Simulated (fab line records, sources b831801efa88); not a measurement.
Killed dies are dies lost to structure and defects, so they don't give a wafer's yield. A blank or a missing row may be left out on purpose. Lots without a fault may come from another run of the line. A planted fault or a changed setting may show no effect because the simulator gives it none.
Which tool did it? | flow sky130 | 11 lots, 33 wafers sampled, at 3 steps of a route of 708

WHAT THE GAUGES READ, wafer by wafer
SKY_LI_CONTACT_THK_MEAS_01.
lot  | measured     | on            | LI_CONTACT_HDPCVD_THK (nm)
L940 | day 30 17:49 | film_metro-02 | 944 949 941
L939 | day 30 19:17 | film_metro-01 | 921 938 914
L943 | day 31 10:46 | film_metro-04 | 919 925 927
L941 | day 31 13:26 | film_metro-02 | 943 941 936
L944 | day 31 14:38 | film_metro-01 | 911 916 907
L946 | day 32 09:08 | film_metro-01 | 929 912 916
L951 | day 33 20:02 | film_metro-01 | 616 612 603
L952 | day 34 02:05 | film_metro-04 | 927 915 926
L953 | day 34 07:22 | film_metro-02 | 619 616 610
L955 | day 34 20:32 | film_metro-01 | 612 608 614
L957 | day 35 08:43 | film_metro-01 | 908 905 900

WHICH TOOL RAN EACH LOT (tool, then ch and the chambers of the sampled wafers, then the start)
lot  | SKY_LDD_LDN_STRIP_12                 | SKY_LI_CONTACT_HDPCVD_00
L940 | plasma_asher-03 ch 0,1, day 25 22:13 | hdpcvd-01 ch 1, day 30 17:39
L939 | plasma_asher-03 ch 0,1, day 25 23:10 | hdpcvd-02 ch 0,2, day 30 19:11
L943 | plasma_asher-01 ch 0,1, day 26 13:58 | hdpcvd-01 ch 1,2, day 31 10:40
L941 | plasma_asher-04 ch 0,1, day 26 17:31 | hdpcvd-01 ch 1,2, day 31 13:20
L944 | plasma_asher-04 ch 0,1, day 26 21:22 | hdpcvd-02 ch 0,1, day 31 14:32
L946 | plasma_asher-01 ch 0,1, day 27 15:46 | hdpcvd-02 ch 0,2, day 32 09:02
L951 | plasma_asher-04 ch 0,1, day 29 03:22 | hdpcvd-01 ch 0,2, day 33 19:56
L952 | plasma_asher-03 ch 0,1, day 29 10:46 | hdpcvd-02 ch 0,2, day 34 01:59
L953 | plasma_asher-03 ch 0,1, day 29 16:50 | hdpcvd-01 ch 0,1, day 34 07:14
L955 | plasma_asher-04 ch 0,1, day 30 06:07 | hdpcvd-01 ch 1,2, day 34 20:26
L957 | plasma_asher-01 ch 0,1, day 30 19:10 | hdpcvd-02 ch 0,1, day 35 08:35
- SKY_LDD_LDN_STRIP_12: strips in O2/N2.
- SKY_LI_CONTACT_HDPCVD_00: deposits PSG, target thk 930 nm, time 155 s.

THE ANSWER, worked out from the rows above alone
Rule: what is usual is taken from the lots themselves. Put in order of their means at a reading, lots are off if they are a third of the lots or fewer, leave a main group of 4 or more, and stand apart from it by a gap of 3 or more times the standard deviation of the main group's means; of several such gaps the widest counts. A main group whose means are all the same, to the digits that the tables above print for the reading, isn't used. A lot without any number at a reading at which 4 lots or more have one is off too. The other lots that the step has rows for count as sound.
Off: L951, L953, L955, at SKY_LI_CONTACT_THK_MEAS_01 (LI_CONTACT_HDPCVD_THK). The main group: mean 924 nm, standard deviation 13.
A tool fits if, at a process step before that reading, it ran every lot that is off, and no sound lot after the first of them. The gauges at SKY_LI_CONTACT_THK_MEAS_01 are tried like those tools. One fits: hdpcvd-01 at SKY_LI_CONTACT_HDPCVD_00. Its last sound lot is L941 (day 31 13:20), its first lot that is off L951 (day 33 19:56): a fault that began between those two fits.

WHAT THE SIMULATOR HAD PUT IN
Process parameter drift: hdpcvd-01, from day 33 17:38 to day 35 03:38, at SKY_LI_CONTACT_HDPCVD_00. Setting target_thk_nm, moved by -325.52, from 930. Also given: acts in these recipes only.
Lots struck among those shown: L951, L953, L955. The rule above found the same.
